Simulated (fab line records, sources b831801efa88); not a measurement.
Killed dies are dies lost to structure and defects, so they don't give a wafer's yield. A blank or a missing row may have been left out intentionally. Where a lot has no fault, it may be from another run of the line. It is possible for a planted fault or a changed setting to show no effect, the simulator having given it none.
Matching of chambers | flow sky130 | 3 sister chambers for SKY_PASSIVATION_CVD_00 on pecvd-04
The step deposits SiO2, target thk 90 nm. 3 wafers are shown with their chamber, then 7 later ones without.

== WAFERS WITH THEIR CHAMBER ==
wafer  | chamber | heater_power_w (W)
L086.4 | 0       | 774
L089.3 | 1       | 657
L089.4 | 2       | 829

== WAFERS MISSING THEIR CHAMBER ==
wafer  | heater_power_w (W)
L089.5 | 873
L092.2 | 835
L092.3 | 623
L092.5 | 819
L097.2 | 859
L097.3 | 655
L097.4 | 845

== WHICH CHAMBER EACH WENT THROUGH ==
wafer  | from the rows above     | in truth
L089.5 | 2                       | 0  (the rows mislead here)
L092.2 | 2                       | 2
L092.3 | 1                       | 1
L092.5 | can't be placed: 2 or 0 | 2
L097.2 | 2                       | 2
L097.3 | 1                       | 1
L097.4 | 2                       | 2
Correct placement for 5 of the 7. These rows do not allow placing 1 (true chamber among the candidates in 1). Placed wrongly: 1.
How it was worked out, from the rows above alone: a wafer's distance from a chamber is the root of the sum, over the readings, of the square of ((its reading less the chamber's mean) divided by the reading's scatter). If the next closest chamber is less than 2 further off than the closest, the wafer can't be placed; otherwise it belongs to the closest. For every chamber, the mean is computed from those of its wafers that are shown. The scatter: with one shown wafer a chamber, the root of the mean of the squares of how far each hidden wafer lies from its nearest shown one.
